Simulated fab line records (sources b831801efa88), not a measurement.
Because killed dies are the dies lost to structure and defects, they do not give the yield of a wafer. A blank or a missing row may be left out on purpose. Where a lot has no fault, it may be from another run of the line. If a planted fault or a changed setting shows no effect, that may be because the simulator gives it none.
2 desks looking at one fault / flow gf180mcu / numbers are kept per desk, each desk with only its own; the story behind them comes last

== AT THE TOOL OWNER'S DESK: pvdSputter-01 ==
At GF_TOP_METAL_SPUTTER_01 (material TiN, target thk 30 nm, time 25 s) the tool's own readings: per lot run on this tool, the mean of the sampled wafers that have a number. If a lot's mean is further than 4 standard deviations from the usual mean, the lot is out of limits and carries the mark OUT (the distance appears in the brackets).
Columns: A = throttleValvePct at GF_TOP_METAL_SPUTTER_01, usual 30.3 %
lot=L600; first seen here=day 30 06:56; A=30.1
lot=L603; first seen here=day 31 00:30; A=30.4
Result from this desk: across the 2 lots, nothing is out of limits.

== AT THE METROLOGY DESK ==
What the gauges read for every lot (on any tool): the sampled wafers with a number, averaged. If a lot's mean is further than 4 standard deviations from the usual mean, the lot is out of limits and carries the mark OUT (the distance appears in the brackets).
Columns: A = V5_W_RS at GF_V5_RS_MEAS_24, usual 0.327 ohm/sq; B = V5_W_THK at GF_V5_THK_MEAS_25, usual 357 nm
lot=L595; first seen here=day 28 15:02; A=0.327; B=350
lot=L600; first seen here=day 30 06:21; A=0.327; B=361
lot=L603; first seen here=day 30 23:44; A=0.328; B=352
lot=L610; first seen here=day 32 16:37; A=0.329; B=357
lot=L612; first seen here=day 33 17:32; A=0.327; B=359
Result from this desk: across the 5 lots, nothing is out of limits.

== BROUGHT TOGETHER ==
Nothing out of limits was seen by the tool owner's desk.
From the metrology desk's view, nothing was out of limits.

== WHAT THE SIMULATOR HAD PUT IN ==
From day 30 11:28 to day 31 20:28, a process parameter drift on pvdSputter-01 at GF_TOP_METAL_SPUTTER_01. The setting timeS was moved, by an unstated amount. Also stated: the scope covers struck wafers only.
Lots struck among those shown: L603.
